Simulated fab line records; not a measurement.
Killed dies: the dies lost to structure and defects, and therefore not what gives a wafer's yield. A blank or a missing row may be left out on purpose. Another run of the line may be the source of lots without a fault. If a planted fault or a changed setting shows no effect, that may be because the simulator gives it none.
Code-filled problem report in 8D (eight disciplines) form || flow gf180mcu || the parts of the form that need people (team, actions taken, sign-off) are left out

== 1. THE ISSUE ==
Mean V1_CVD_00_THK at GF_V1_THK_MEAS_01: 532 nm over 12 wafers in 4 lots; fault-free wafers: 599 nm, standard deviation 7.2. Measured from the usual mean, that is -9.4 standard deviations.
First seen on wafer L533.2, day 21 05:00, on film metro-02. At this step, 39 wafers from 13 lots have a number in the record. The rule behind "out" and "out of limits": a value lying over 4 standard deviations away from the usual mean. All remaining wafers that have a number are taken as sound.

== 2. WHAT IT IS; WHAT IT IS NOT ==
{"question": "which readings at this step", "is": "V1_CVD_00_THK", "is not": "-"}
{"question": "which lots", "is": "L533, L534, L537, L538", "is not": "L522, L524, L527, L529, L530, L532, L535, L536, L541"}
{"question": "which wafers of those lots", "is": "all that have a number", "is not": "-"}
{"question": "read on which gauges", "is": "film metro-02, film metro-03", "is not": "film metro-04"}
{"question": "when", "is": "from day 21 05:00", "is not": "up to then (18 sound wafers); but 9 sound wafers of L535, L536, L541 came after"}

== 3. WHAT RULES OUT EACH SUSPECT ==
Counting: a tool stays on the suspect list if, at a process step up to the reading, it processed all lots that are out and no sound lot following the first of them.
- the gauge at GF_V1_THK_MEAS_01 has been ruled out. 2 gauges (film metro-02, film metro-03) read the wafers that are out.
- hdpcvd-01 at GF_V1_CVD_00 (deposits SiO2, target thk 600 nm, time 100 s): kept. It ran every lot that is out, first L533 (day 21 04:55), and no sound lot after that; its last sound lot up to then is L532 (day 20 22:24).
Remaining after the count: hdpcvd-01 at GF_V1_CVD_00.

== 4. THE CAUSE (what the simulator had put in) ==
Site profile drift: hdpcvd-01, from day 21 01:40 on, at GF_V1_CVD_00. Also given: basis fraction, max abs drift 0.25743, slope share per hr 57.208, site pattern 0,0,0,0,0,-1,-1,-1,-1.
Only this tool survived the counting.

== 5. SEQUENCE OF EFFECTS, ordered by route ==
Each row: a reading where the mean over the struck wafers with a number is more than 3 standard deviations away from the usual. Readings are gone through only where the record gives a usual standard deviation; hours: the median, over the lots, of the time from a lot's start at the first step in this table giving one to that lot's start at this step; sigmas: the change measured in usual standard deviations.
{"hours": 0, "step": "GF_V1_THK_MEAS_01", "reading": "V1_CVD_00_THK", "usual": "599 nm", "on struck wafers": 532, "change": -67, "sigmas": -9.4}
Later steps that measure or inspect, where all struck wafers having a row at the step show a number for every such reading and not one has moved that far: GF_V1_THK_MEAS_03, GF_V1_BOW_MEAS_05.

== 6. WHAT WOULD HAVE CAUGHT IT SOONER ==
3 hours passed between the start of the fault at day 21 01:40 and the first reading out of limits at a measuring or inspecting step in this record, taken at day 21 05:00.
Lots out: 4; of these, L534, L537, L538 started GF_V1_CVD_00 on hdpcvd-01 after day 21 05:00. A hold on the tool at that time would have spared those 3.
